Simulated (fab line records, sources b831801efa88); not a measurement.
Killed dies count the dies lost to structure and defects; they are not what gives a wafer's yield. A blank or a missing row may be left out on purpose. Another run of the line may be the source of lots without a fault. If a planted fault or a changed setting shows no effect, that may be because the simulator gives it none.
Which tool was responsible?    flow gf180mcu    15 lots, 45 wafers sampled, at 4 steps of a route of 602

== WHAT THE GAUGES SHOWED, per wafer ==
No reading from a measuring or inspecting step in the record can be judged against a usual standard deviation.

== WHAT TOOL EACH LOT RAN ON (gives the tool, then ch and the chambers of the sampled wafers, and finally the start) ==
lot   GF_M5_METAL_ETCH_10               GF_M5_STRIP_11                       GF_V5_CMP_04                   GF_PASSIVATION_DEVELOP_10
L457  rieMetal-04 ch 1, day 26 14:25    plasmaAsher-02 ch 0,1, day 26 14:37  cmp-01 ch 0,1,3, day 26 15:23  lithoTrack-04 ch 0, day 29 09:00
L459  rieMetal-04 ch 0,1, day 27 15:49  plasmaAsher-01 ch 0,1, day 27 15:59  cmp-01 ch 0,1,2, day 27 17:15  lithoTrack-04 ch 0, day 30 09:00
L460  rieMetal-04 ch 0,1, day 28 03:55  plasmaAsher-04 ch 0,1, day 28 04:03  cmp-01 ch 1,2,3, day 28 04:51  lithoTrack-03 ch 0, day 30 19:00
L461  rieMetal-04 ch 0,1, day 28 06:41  plasmaAsher-01 ch 0,1, day 28 06:49  cmp-02 ch 1,2,3, day 28 07:38  lithoTrack-03 ch 0, day 30 20:00
L462  rieMetal-01 ch 0,1, day 28 09:21  plasmaAsher-02 ch 0,1, day 28 09:28  cmp-01 ch 0,1, day 28 10:18    lithoTrack-01 ch 0, day 31 00:00
L463  rieMetal-03 ch 1, day 29 00:40    plasmaAsher-04 ch 0,1, day 29 00:53  cmp-01 ch 0,3, day 29 01:41    lithoTrack-03 ch 0, day 31 13:00
L464  rieMetal-04 ch 0,1, day 29 08:01  plasmaAsher-01 ch 0,1, day 29 08:08  cmp-02 ch 0,1,3, day 29 08:59  lithoTrack-04 ch 0, day 31 20:00
L466  rieMetal-03 ch 0,1, day 29 20:13  plasmaAsher-02 ch 0,1, day 29 20:21  cmp-01 ch 0,1,2, day 29 21:17  lithoTrack-03 ch 0, day 32 06:00
L468  rieMetal-03 ch 0, day 30 07:37    plasmaAsher-01 ch 0,1, day 30 07:45  cmp-01 ch 0,1,3, day 30 08:33  lithoTrack-03 ch 0, day 32 17:00
L469  rieMetal-01 ch 0,1, day 30 15:13  plasmaAsher-01 ch 0,1, day 30 15:21  cmp-02 ch 0,2,3, day 30 16:11  lithoTrack-01 ch 0, day 33 00:00
L471  rieMetal-01 ch 0,1, day 31 01:18  plasmaAsher-01 ch 0,1, day 31 01:25  cmp-02 ch 0,2,3, day 31 02:15  lithoTrack-04 ch 0, day 33 08:00
L475  rieMetal-04 ch 0,1, day 32 05:01  plasmaAsher-04 ch 0,1, day 32 05:09  cmp-02 ch 2,3, day 32 06:02    lithoTrack-01, day 34 09:00
L476  rieMetal-01 ch 0,1, day 32 07:25  plasmaAsher-04 ch 0,1, day 32 07:32  cmp-01 ch 0,3, day 32 08:29    lithoTrack-04, day 34 10:00
L477  rieMetal-03 ch 0,1, day 32 17:22  plasmaAsher-02 ch 0,1, day 32 17:30  cmp-02 ch 0,2,3, day 32 18:22  lithoTrack-01, day 34 20:00
L480  rieMetal-03 ch 0,1, day 33 13:55  plasmaAsher-02 ch 0,1, day 33 14:03  cmp-02 ch 0,2, day 33 14:56    lithoTrack-04 ch 0, day 35 15:00
- GF_M5_METAL_ETCH_10: etches the open film in Cl2/BCl3, stops on SiO2, target depth 750.8 nm, time 125.1 s.
- GF_M5_STRIP_11: strips in O2/N2.
- GF_V5_CMP_04: polishes SiO2.
- GF_PASSIVATION_DEVELOP_10: develop time 60 s.

== AS READ BY THE TOOLS THEMSELVES (means over the sampled wafers that have a number; for cases with no such wafer, the mark the record gives instead) ==
GF_M5_METAL_ETCH_10. Usual: biasW 139.9 W, standard deviation 0.41; drypumpMotorCurrentA 5.8 A, standard deviation 0.48; mfcCl2Sccm 80.00 sccm, standard deviation 0.25; oesProductAu 0.991 a.u., standard deviation 0.0071; rfFwdPowerW 796 W, standard deviation 3.3; throttleValvePct 28.229 %, standard deviation 0.012.
lot   tool         biasW (W)  drypumpMotorCurrentA (A)  mfcCl2Sccm (sccm)  oesProductAu (a.u.)  rfFwdPowerW (W)  throttleValvePct (%)  flag
L457  rieMetal-04  139.8      5.0                       80.13              0.992                796              28.217                
L459  rieMetal-04  139.9      5.4                       79.89              0.993                794              28.222                
L460  rieMetal-04  140.1      5.4                       80.16              0.998                797              28.232                
L461  rieMetal-04  139.9      5.4                       80.11              0.994                798              28.234                
L462  rieMetal-01  139.8      5.9                       80.48              0.976                797              28.250                
L463  rieMetal-03  140.2      6.2                       80.05              0.992                790              28.219                
L464  rieMetal-04  140.0      5.7                       79.66              0.995                798              28.219                
L466  rieMetal-03  140.0      6.1                       79.95              0.993                793              28.227                
L468  rieMetal-03  140.6      6.0                       80.14              0.991                796              28.237                
L469  rieMetal-01  140.1      5.6                       79.99              0.988                795              28.240                
L471  rieMetal-01  140.1      5.7                       80.10              0.991                795              28.231                
L475  rieMetal-04  139.7      5.4                       79.74              0.984                795              28.228                
L476  rieMetal-01  139.4      5.7                       79.65              0.992                797              28.237                
L477  rieMetal-03  140.0      6.1                       80.04              0.990                795              28.234                
L480  rieMetal-03  139.8      6.1                       79.70              0.987                794              28.228                

GF_M5_STRIP_11. Usual: drypumpMotorCurrentA 5.7 A, standard deviation 0.55; heaterPowerW 366 W, standard deviation 28; oesProductAu 0.523 a.u., standard deviation 0.0056; stripTimeToEndpointS 7.03 s, standard deviation 0.054.
lot   tool            drypumpMotorCurrentA (A)  heaterPowerW (W)  oesProductAu (a.u.)  stripTimeToEndpointS (s)  flag
L457  plasmaAsher-02  6.3                       361               0.520                7.03                      
L459  plasmaAsher-01  5.1                       370               0.526                7.00                      
L460  plasmaAsher-04  5.4                       350               0.524                7.00                      
L461  plasmaAsher-01  5.1                       360               0.526                7.02                      
L462  plasmaAsher-02  6.3                       358               0.526                7.09                      
L463  plasmaAsher-04  5.4                       348               0.517                6.99                      
L464  plasmaAsher-01  5.3                       374               0.520                6.99                      
L466  plasmaAsher-02  6.3                       354               0.521                7.04                      
L468  plasmaAsher-01  5.3                       380               0.520                7.02                      
L469  plasmaAsher-01  5.1                       366               0.526                7.10                      
L471  plasmaAsher-01  5.3                       377               0.522                7.05                      
L475  plasmaAsher-04  5.3                       354               0.524                7.02                      
L476  plasmaAsher-04  5.3                       359               0.522                7.02                      
L477  plasmaAsher-02  6.3                       354               0.526                7.01                      
L480  plasmaAsher-02  6.3                       372               0.527                7.04                      

GF_V5_CMP_04. Usual: motorCurrentA 11.2 A, standard deviation 0.85; platenRpm 60.00 rpm, standard deviation 0.039; slurryFilterDpKPa 13.50 kPa, standard deviation 0.14.
lot   tool    motorCurrentA (A)  platenRpm (rpm)  slurryFilterDpKPa (kPa)  flag
L457  cmp-01  11.0               60.01            13.60                    
L459  cmp-01  11.1               60.00            13.52                    
L460  cmp-01  10.9               60.00            13.67                    
L461  cmp-02  11.0               59.99            13.38                    
L462  cmp-01  10.7               60.03            13.56                    
L463  cmp-01  11.2               59.97            13.46                    
L464  cmp-02  11.3               60.02            13.57                    
L466  cmp-01  10.9               59.98            13.61                    
L468  cmp-01  11.0               59.99            13.51                    
L469  cmp-02  11.7               60.00            13.32                    
L471  cmp-02  11.6               59.99            13.55                    
L475  cmp-02  10.6               60.04            13.47                    
L476  cmp-01  11.4               60.00            13.40                    
L477  cmp-02  11.6               60.00            13.41                    
L480  cmp-02  12.4               60.03            13.52                    

GF_PASSIVATION_DEVELOP_10. Usual: chillPlateTempC at 22.98 C, with a standard deviation of 0.1.
lot   tool           chillPlateTempC (C)  flag
L457  lithoTrack-04  23.06                
L459  lithoTrack-04  23.03                
L460  lithoTrack-03  23.06                
L461  lithoTrack-03  23.08                
L462  lithoTrack-01  23.00                
L463  lithoTrack-03  22.85                
L464  lithoTrack-04  23.06                
L466  lithoTrack-03  22.99                
L468  lithoTrack-03  23.11                
L469  lithoTrack-01  22.99                
L471  lithoTrack-04  23.07                
L475  lithoTrack-01  -                    OFF
L476  lithoTrack-04  -                    OFF
L477  lithoTrack-01  -                    OFF
L480  lithoTrack-04  23.00                

== THE ANSWER, worked out from the rows above alone ==
Rule: a lot is off if the mean of its wafers that have a number lies more than 3 standard deviations from the usual mean. A lot without any number at a reading at which 4 lots or more have one is off too. All remaining lots with rows at the step are treated as sound. After the gauges, taken in route order, come the tools' own readings; for these a lot's mean is taken, as printed above. The first step at which some lot is off is used, and at that step the reading that is off furthest; a lot without a number counts as furthest.
Off: L475, L476, L477, at GF_PASSIVATION_DEVELOP_10 (chillPlateTempC). Without a number there: L475, L476, L477.
A tool fits if, at that step or a process step before it, it ran every lot that is off, and no sound lot after the first of them. Not one of the candidates tried fits.

== WHAT WAS PUT IN BY THE SIMULATOR ==
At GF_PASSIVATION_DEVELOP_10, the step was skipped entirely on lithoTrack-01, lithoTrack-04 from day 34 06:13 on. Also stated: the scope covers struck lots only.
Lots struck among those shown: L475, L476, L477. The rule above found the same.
